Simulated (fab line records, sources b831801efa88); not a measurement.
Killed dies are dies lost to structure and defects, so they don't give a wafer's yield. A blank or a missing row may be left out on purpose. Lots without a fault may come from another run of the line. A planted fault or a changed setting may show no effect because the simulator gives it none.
Which tool did it? | flow sky130 | 13 lots, 39 wafers sampled, at 3 steps of a route of 708

WHAT THE GAUGES READ, wafer by wafer
SKY_VT_ADJUST_PCH_OVL_MEAS_07. Usual: VT_ADJUST_PCH_OVL -0.9 nm, standard deviation 1.3.
lot  | measured     | on         | VT_ADJUST_PCH_OVL (nm) | flag
L212 | day 10 20:49 | overlay-01 | -2.1 -1.8 -1.5         |
L214 | day 11 16:03 | overlay-01 | -0.7 0.5 0.2           |
L215 | day 11 20:08 | overlay-02 | -0.6 -2.3 -0.1         |
L216 | day 12 04:29 | overlay-02 | -2.3 -1.8 -2.8         |
L217 | day 12 13:54 | overlay-01 | -0.4 -0.5 -0.9         |
L219 | day 13 11:31 | overlay-02 | -0.9 -1.8 -2.0         |
L221 | day 14 01:34 | overlay-02 | -1.4 -3.7 -1.8         |
L222 | day 14 12:41 | overlay-02 | -4.1 -4.6 -2.2         |
L224 | day 14 22:10 | overlay-02 | 1.4 1.4 0.0            |
L228 | day 16 12:07 | overlay-02 | -0.9 -0.8 -1.4         |
L231 | day 17 02:18 | overlay-02 | -0.5 -1.3 -1.7         |
L232 | day 17 11:56 | overlay-02 | -1.4 1.1 -0.9          |
L233 | day 17 16:08 | overlay-01 | -0.5 -1.0 -0.1         |

SKY_POLY_GATE_OVL_MEAS_14. Usual: POLY_GATE_OVL -1 nm, standard deviation 5.7.
lot  | measured     | on         | POLY_GATE_OVL (nm) | flag
L212 | day 16 23:18 | overlay-01 | 9 8 5              |
L214 | day 17 18:01 | overlay-02 | -3 -2 1            |
L215 | day 17 20:45 | overlay-01 | -7 0 3             |
L216 | day 18 07:25 | overlay-02 | 6 -1 6             |
L217 | day 19 18:54 | overlay-02 | 2 -6 -7            |
L219 | day 20 05:40 | overlay-01 | 5 1 1              |
L221 | day 21 01:51 | overlay-01 | 0 7 3              |
L222 | day 21 14:33 | overlay-01 | -4 -1 -4           |
L224 | day 21 23:19 | overlay-02 | 8 9 8              |
L228 | day 23 18:05 | overlay-02 | -3 -4 -2           |
L231 | day 24 06:11 | overlay-01 | 3 -4 2             |
L232 | day 24 15:13 | overlay-02 | -7 -9 -3           |
L233 | day 24 16:34 | overlay-02 | 3 -5 -6            |

WHICH TOOL RAN EACH LOT (tool, then ch and the chambers of the sampled wafers, then the start)
lot  | SKY_VT_ADJUST_HVTR_STRIP_10
L212 | plasma_asher-02 ch 0,1, day 9 22:10
L214 | plasma_asher-03 ch 0,1, day 10 16:23
L215 | plasma_asher-02 ch 0,1, day 10 20:38
L216 | plasma_asher-03 ch 0,1, day 11 04:49
L217 | plasma_asher-03 ch 0,1, day 11 13:32
L219 | plasma_asher-03 ch 0,1, day 12 10:52
L221 | plasma_asher-03 ch 0,1, day 12 23:43
L222 | plasma_asher-02 ch 0,1, day 13 11:01
L224 | plasma_asher-02 ch 0,1, day 13 19:02
L228 | plasma_asher-03 ch 0,1, day 15 08:04
L231 | plasma_asher-01 ch 0,1, day 15 22:10
L232 | plasma_asher-01 ch 0,1, day 16 08:35
L233 | plasma_asher-03 ch 0,1, day 16 12:32
- SKY_VT_ADJUST_HVTR_STRIP_10: strips in O2/N2.

WHAT THE TOOLS THEMSELVES READ (means of the sampled wafers that have a number; where no wafer has one, the mark that the record gives instead)
SKY_VT_ADJUST_HVTR_STRIP_10. Usual: drypump_motor_current_A 5.8 A, standard deviation 0.4; oes_product_au 0.716 a.u., standard deviation 0.0041; strip_time_to_endpoint_s 14.30 s, standard deviation 0.032.
lot  | tool            | drypump_motor_current_A (A) | oes_product_au (a.u.) | strip_time_to_endpoint_s (s) | flag
L212 | plasma_asher-02 | 5.7                         | 0.716                 | 14.29                        |
L214 | plasma_asher-03 | 5.7                         | 0.717                 | 14.30                        |
L215 | plasma_asher-02 | 6.0                         | 0.715                 | 14.31                        |
L216 | plasma_asher-03 | 5.8                         | 0.715                 | 14.34                        |
L217 | plasma_asher-03 | 5.8                         | 0.716                 | 14.28                        |
L219 | plasma_asher-03 | 5.7                         | 0.718                 | 14.31                        |
L221 | plasma_asher-03 | 5.8                         | 0.716                 | 14.25                        |
L222 | plasma_asher-02 | 5.7                         | 0.717                 | 14.30                        |
L224 | plasma_asher-02 | 6.0                         | 0.716                 | 14.32                        |
L228 | plasma_asher-03 | 5.7                         | 0.715                 | 14.28                        |
L231 | plasma_asher-01 | 5.9                         | 0.716                 | 14.27                        |
L232 | plasma_asher-01 | 5.5                         | 0.715                 | 14.34                        |
L233 | plasma_asher-03 | 5.8                         | 0.720                 | 14.32                        |

THE ANSWER, worked out from the rows above alone
Rule: a lot is off if the mean of its wafers that have a number lies more than 3 standard deviations from the usual mean. A lot without any number at a reading at which 4 lots or more have one is off too. The other lots that the step has rows for count as sound. The gauges are gone through in route order, then the tools' own readings, and for those a lot's mean is taken as printed above. The first step at which some lot is off is used, and at that step the reading that is off furthest; a lot without a number counts as furthest.
No lot is off at any reading shown: from this, nothing can be told.

WHAT THE SIMULATOR HAD PUT IN
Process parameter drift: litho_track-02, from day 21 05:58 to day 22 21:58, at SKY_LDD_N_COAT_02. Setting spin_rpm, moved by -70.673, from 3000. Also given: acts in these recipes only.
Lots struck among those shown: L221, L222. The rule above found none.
